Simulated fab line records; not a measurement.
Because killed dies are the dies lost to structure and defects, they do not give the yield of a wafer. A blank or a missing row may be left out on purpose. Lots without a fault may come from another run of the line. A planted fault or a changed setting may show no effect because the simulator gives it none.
Chamber matching ; flow gf180mcu ; pecvd-04 running GF_V2_CVD_02: 3 sister chambers
The step deposits SiO2 from TEOS, target thk 850 nm, time 94.851 s. 3 wafers are shown with their chamber, then 12 later ones without.

== EACH WAFER AND ITS CHAMBER ==
wafer;chamber;heater power w (W)
L087.6;0;725
L092.2;1;476
L092.4;2;433

== WAFERS WITHOUT THEIR CHAMBER ==
wafer;heater power w (W)
L093.1;695
L093.3;586
L093.5;543
L094.1;817
L094.2;533
L094.3;535
L094.4;636
L094.5;579
L094.6;558
L097.2;515
L097.3;754
L097.6;562

== EACH ONE'S CHAMBER ==
wafer;from the rows above;in truth
L093.1;0;0
L093.3;can't be placed: 1 or 0 or 2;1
L093.5;can't be placed: 1 or 2 or 0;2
L094.1;0;0
L094.2;can't be placed: 1 or 2 or 0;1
L094.3;can't be placed: 1 or 2 or 0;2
L094.4;can't be placed: 0 or 1 or 2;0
L094.5;can't be placed: 1 or 0 or 2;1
L094.6;can't be placed: 1 or 2 or 0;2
L097.2;can't be placed: 1 or 2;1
L097.3;0;0
L097.6;can't be placed: 1 or 2 or 0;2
Placed correctly: 3 of 12. These rows do not allow placing 9 (true chamber among the candidates in 9). 0 placed wrongly.
How it was worked out, from the rows above alone: a wafer's distance from a chamber is the root of the sum, over the readings, of the square of ((its reading less the chamber's mean) divided by the reading's scatter). The wafer belongs to the nearest chamber; if the next one is less than 2 further off, it can't be placed. Each chamber's mean is taken over the wafers shown for it. The scatter (one wafer shown for each chamber): square how far every hidden wafer sits from the nearest shown wafer, average those squares and take the square root.
